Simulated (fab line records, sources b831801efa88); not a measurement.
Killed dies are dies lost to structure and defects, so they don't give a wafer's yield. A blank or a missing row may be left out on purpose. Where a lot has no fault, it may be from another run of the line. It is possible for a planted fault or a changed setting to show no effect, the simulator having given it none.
Struck lot and sound lot, side by side ; flow sky130 ; 43 out of 708 route steps
Sound: these wafers, L231.2, L231.3, L231.4. Wafers struck: L242.1, L242.2, L242.5. The cause is named last.
At each step with rows: each side's tool, then ch and its chambers, then its first start. Under that, the readings that differ: sound wafers ; struck wafers ; difference of the means ; sigmas: that difference in standard deviations of wafers without a fault.
alike: a reading whose means differ by less than 2 such deviations, as well as words and numbers matching on both sides. not compared: withheld readings; readings where some wafer has no value; bounds like >300 that might hide an equal value; numbers whose values overlap and for which the record gives no deviation.
Wherever a step has rows on one side only, a row that says differs or no value, or a row with sigmas, the two part there. Non-overlapping numbers with no deviation appear without sigmas and do not part them. A reading that every wafer of one side lacks parts them only if that side has two wafers or more.

first, 3 steps without rows for these wafers: SKY_CONTACT_EXPOSE_11 (exposes mask CTM1, target cd 170 nm); SKY_CONTACT_PEB_12; SKY_CONTACT_DEVELOP_13 (develop time 60 s).
SKY_CONTACT_CD_MEAS_14: the cd target is 170 nm.
  sound on cd_sem-01 at day 34 03:14; struck on cd_sem-02 at day 37 10:49
  alike: cd_nm
SKY_CONTACT_OVL_MEAS_15:
  sound on overlay-02 at day 34 04:33; struck on overlay-01 at day 37 10:56
  alike: CONTACT_OVL
then, 2 steps without rows for these wafers: SKY_CONTACT_ETCH_16 (etches BARC in N2/H2, stops on SiO2, time 45.9 s, target depth 60 nm); SKY_CONTACT_ETCH_17 (etches SiO2 in C4F8/O2/Ar, stops on Si3N4, target depth 340 nm).
SKY_CONTACT_ETCH_18: etches Si3N4 in CHF3/O2, stops on TiN, time 39 s, target depth 75 nm.
  sound: rie_diel-01 ch 0,1,2; struck: rie_diel-02 ch 1,3
  alike: chamber_pressure_mTorr, drypump_motor_current_A, oes_product_au, throttle_valve_pct
  not compared: rf_hours_counter_h
then, 4 steps without rows for these wafers: SKY_CONTACT_STRIP_19 (strips in O2/N2); SKY_CONTACT_STRIP_20 (strips in post etch residue remover, time 1200 s); SKY_CONTACT_CLEAN_21 (cleans in IPA, time 180 s); SKY_CONTACT_CLEAN_22 (cleans in O3/DIW).
SKY_CONTACT_SPUTTER_23: material TiN, target thk 20 nm, time 80 s.
  sound on pvd_sputter-02 at day 34 05:31; struck on pvd_sputter-01 at day 37 11:43
  alike: throttle_valve_pct
SKY_CONTACT_CVD_24: deposits W, target thk 340 nm, time 102.12 s.
  sound on cvd_w-02 ch 0,1, day 34 05:35; struck on cvd_w-01 ch 0,1, day 37 11:46
  alike: heater_power_w
SKY_CONTACT_RS_MEAS_25: measures by four-point-probe.
  sound on film_metro-04 at day 34 05:43; struck on film_metro-04 at day 37 11:53
  alike: CONTACT_W_RS
SKY_CONTACT_THK_MEAS_26: measures by xrf.
  sound on film_metro-04 at day 34 05:49; struck on film_metro-04 at day 37 12:00
  alike: CONTACT_W_THK
SKY_CONTACT_CMP_27: polishes, stops on SiO2, t overpolish 15 s, target thk 0 nm.
  sound on cmp-02 ch 1,2,3, day 34 05:53; struck on cmp-01 ch 1,2, day 37 12:16
  alike: motor_current_A, overpolish_run_s, platen_rpm, retaining_ring_pressure_frac, time_to_endpoint_s
then, 2 steps without rows for these wafers: SKY_METAL1_SPUTTER_00 (material Ti, target thk 15 nm, time 10 s); SKY_METAL1_SPUTTER_01 (material TiN, target thk 20 nm, time 16.7 s).
SKY_METAL1_SPUTTER_02: material AlCu, target thk 250 nm, time 13.3 s.
  sound on pvd_sputter-02 at day 35 09:46; struck on pvd_sputter-04 at day 37 12:37
  alike: throttle_valve_pct
then, 2 steps without rows for these wafers: SKY_METAL1_SPUTTER_03 (material Ti, target thk 5 nm, time 3.3 s); SKY_METAL1_SPUTTER_04 (material TiN, target thk 70 nm, time 58.3 s).
SKY_METAL1_RS_MEAS_05: measures by four-point-probe.
  sound on film_metro-03 at day 35 09:52; struck on film_metro-02 at day 37 12:43
  alike: METAL1_ALCU_RS
SKY_METAL1_THK_MEAS_06: measures by xrf.
  sound on film_metro-03 at day 35 09:59; struck on film_metro-02 at day 37 12:50
  alike: METAL1_ALCU_THK
then, 8 steps without rows for these wafers: SKY_METAL1_DEHYDRATE_07 (time 60 s); SKY_METAL1_HMDS_08 (prime time 60 s); SKY_METAL1_COAT_09 (resist thk 60 nm); SKY_METAL1_COAT_10 (resist thk 450 nm); SKY_METAL1_SOFTBAKE_11 (time 90 s); SKY_METAL1_EXPOSE_12 (exposes mask MM1, target cd 140 nm); SKY_METAL1_PEB_13; SKY_METAL1_DEVELOP_14 (develop time 60 s).
SKY_METAL1_CD_MEAS_15: the cd target is 140 nm.
  sound on cd_sem-01 at day 36 12:19; struck on cd_sem-01 at day 38 14:26
  alike: cd_nm
SKY_METAL1_OVL_MEAS_16:
  sound on overlay-02 at day 36 12:25; struck on overlay-01 at day 38 14:34
  alike: METAL1_OVL
then, 1 step without rows for these wafers: SKY_METAL1_DESCUM_17 (chemistry O2, time 8 s).
SKY_METAL1_ETCH_18: etches BARC in N2/H2, stops on SiO2, time 45.9 s, target depth 60 nm.
  sound on rie_metal-02 ch 0,1, day 36 12:28; struck on rie_metal-02 ch 0,1, day 38 14:37
  alike: chamber_pressure_mTorr, drypump_motor_current_A, he_backside_leak_sccm, oes_product_au, throttle_valve_pct
  not compared: rf_hours_counter_h
then, 6 steps without rows for these wafers: SKY_METAL1_METAL_ETCH_19 (etches the open film in Cl2/BCl3, stops on SiO2, target depth 360 nm, time 78 s); SKY_METAL1_STRIP_20 (strips in O2/N2); SKY_METAL1_STRIP_21 (strips in post etch residue remover, time 1200 s); SKY_METAL1_CLEAN_22 (cleans in IPA, time 180 s); SKY_METAL1_CLEAN_23 (cleans in O3/DIW); SKY_VIA1_HDPCVD_00 (deposits SiO2, target thk 1030 nm, time 171.7 s).
-- the record jumps here: 11 days lie between the struck wafers' starts before and after (it left off in module VIA1 and takes up again in module PAD_OPEN, whose first step shown is number 708 of the route) --
SKY_PAD_OPEN_PROBE_99:
  the record has rows for the struck wafers here (prober-02, day 50 00:29) and none for the sound ones

## WHERE THEY PART
At SKY_PAD_OPEN_PROBE_99 and nowhere else, as far as this record goes.

WHY: what had been put in by the simulator
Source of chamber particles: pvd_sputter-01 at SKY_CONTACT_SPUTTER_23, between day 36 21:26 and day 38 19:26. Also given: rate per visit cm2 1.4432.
